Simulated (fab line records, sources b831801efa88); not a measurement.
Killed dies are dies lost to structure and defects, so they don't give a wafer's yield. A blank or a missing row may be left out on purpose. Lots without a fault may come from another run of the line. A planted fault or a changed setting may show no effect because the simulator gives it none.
Which tool did it? | flow gf180mcu | 14 lots, 42 wafers sampled, at 3 steps of a route of 602

WHAT THE GAUGES READ, wafer by wafer
GF_CONTACT_CD_MEAS_14: target cd 220 nm.
lot  | measured     | on        | cd_nm (nm)
L197 | day 15 10:40 | cd_sem-02 | 221.9 221.7 220.6
L198 | day 15 17:22 | cd_sem-01 | 220.9 221.2 221.2
L199 | day 16 21:05 | cd_sem-01 | 222.9 222.8 222.1
L202 | day 17 14:02 | cd_sem-01 | 218.7 218.4 218.7
L204 | day 18 15:47 | cd_sem-01 | 220.3 220.2 218.9
L205 | day 18 19:04 | cd_sem-01 | 219.5 221.5 220.7
L207 | day 19 00:41 | cd_sem-01 | 221.7 221.0 221.5
L208 | day 19 07:31 | cd_sem-02 | 220.3 220.4 219.8
L211 | day 20 15:26 | cd_sem-02 | 220.2 221.3 219.8
L212 | day 21 02:10 | cd_sem-02 | 218.0 217.2 217.8
L213 | day 21 08:50 | cd_sem-01 | 218.1 217.5 219.3
L216 | day 22 12:14 | cd_sem-02 | 220.1 220.4 220.4
L217 | day 23 02:03 | cd_sem-02 | 221.1 221.6 221.2
L219 | day 23 07:41 | cd_sem-02 | 218.5 218.0 218.6

WHICH TOOL RAN EACH LOT (tool, then ch and the chambers of the sampled wafers, then the start)
lot  | GF_CONTACT_CVD_02               | GF_CONTACT_PEB_12
L197 | pecvd-04 ch 0,1,2, day 14 12:13 | litho_track-04 ch 0, day 15 10:19
L198 | pecvd-04 ch 1,2, day 14 19:08   | litho_track-04 ch 0, day 15 17:01
L199 | pecvd-01 ch 0,1,2, day 15 20:57 | litho_track-02 ch 0, day 16 20:44
L202 | pecvd-04 ch 0,1,2, day 16 14:35 | litho_track-04 ch 0, day 17 13:42
L204 | pecvd-02 ch 0,1, day 17 14:29   | litho_track-04 ch 0, day 18 15:27
L205 | pecvd-01 ch 0,1,2, day 17 18:18 | litho_track-04 ch 0, day 18 18:43
L207 | pecvd-01 ch 0,1, day 18 00:14   | litho_track-04 ch 0, day 19 00:21
L208 | pecvd-04 ch 1,2, day 18 06:59   | litho_track-03 ch 0, day 19 07:10
L211 | pecvd-04 ch 0,1, day 19 16:49   | litho_track-04 ch 0, day 20 15:06
L212 | pecvd-01 ch 0,1,2, day 20 01:14 | litho_track-04 ch 0, day 21 01:49
L213 | pecvd-02 ch 0,1,2, day 20 07:32 | litho_track-04 ch 0, day 21 08:31
L216 | pecvd-04 ch 0,1, day 21 12:22   | litho_track-03 ch 0, day 22 11:53
L217 | pecvd-02 ch 1,2, day 22 01:47   | litho_track-02 ch 0, day 23 01:42
L219 | pecvd-04 ch 0,1,2, day 22 07:11 | litho_track-03 ch 0, day 23 07:20
- GF_CONTACT_CVD_02: deposits SiO2 from TEOS, target thk 860 nm, time 95.992 s.
- GF_CONTACT_PEB_12: peb time 90 s.

WHAT THE TOOLS THEMSELVES READ (means of the sampled wafers that have a number; where no wafer has one, the mark that the record gives instead)
GF_CONTACT_CVD_02.
lot  | tool     | heater_power_w (W)
L197 | pecvd-04 | 632
L198 | pecvd-04 | 718
L199 | pecvd-01 | 668
L202 | pecvd-04 | 599
L204 | pecvd-02 | 878
L205 | pecvd-01 | 668
L207 | pecvd-01 | 681
L208 | pecvd-04 | 702
L211 | pecvd-04 | 668
L212 | pecvd-01 | 697
L213 | pecvd-02 | 773
L216 | pecvd-04 | 567
L217 | pecvd-02 | 715
L219 | pecvd-04 | 614

GF_CONTACT_PEB_12.
lot  | tool           | heater_power_total_W (W)
L197 | litho_track-04 | 85.74
L198 | litho_track-04 | 85.78
L199 | litho_track-02 | 85.70
L202 | litho_track-04 | 85.69
L204 | litho_track-04 | 85.74
L205 | litho_track-04 | 85.73
L207 | litho_track-04 | 85.66
L208 | litho_track-03 | 85.61
L211 | litho_track-04 | 85.78
L212 | litho_track-04 | 88.27
L213 | litho_track-04 | 88.35
L216 | litho_track-03 | 85.67
L217 | litho_track-02 | 85.62
L219 | litho_track-03 | 85.78

THE ANSWER, worked out from the rows above alone
Rule: what is usual is taken from the lots themselves. Put in order of their means at a reading, lots are off if they are a third of the lots or fewer, leave a main group of 4 or more, and stand apart from it by a gap of 3 or more times the standard deviation of the main group's means; of several such gaps the widest counts. A main group whose means are all the same, to the digits that the tables above print for the reading, isn't used. A lot without any number at a reading at which 4 lots or more have one is off too. The other lots that the step has rows for count as sound. The gauges are gone through in route order, then the tools' own readings, and for those a lot's mean is taken as printed above. The first step at which some lot is off is used, and at that step the reading that is off furthest; a lot without a number counts as furthest.
Off: L212, L213, at GF_CONTACT_PEB_12 (heater_power_total_W). The main group: mean 85.71 W, standard deviation 0.057.
A tool fits if, at that step or a process step before it, it ran every lot that is off, and no sound lot after the first of them. One fits: litho_track-04 at GF_CONTACT_PEB_12. Its last sound lot is L211 (day 20 15:06), its first lot that is off L212 (day 21 01:49): a fault that began between those two fits.
The tool's own readings at GF_CONTACT_PEB_12 bear it out: on the lots that are off they differ by more than 5 times the standard deviation of the sound lots' means. heater_power_total_W reads 88.31 W there against 85.71 W on the sound lots.

WHAT THE SIMULATOR HAD PUT IN
Process parameter drift: litho_track-04, from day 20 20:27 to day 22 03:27, at GF_CONTACT_PEB_12. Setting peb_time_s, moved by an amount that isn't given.
Lots struck among those shown: L212, L213. The rule above found the same.
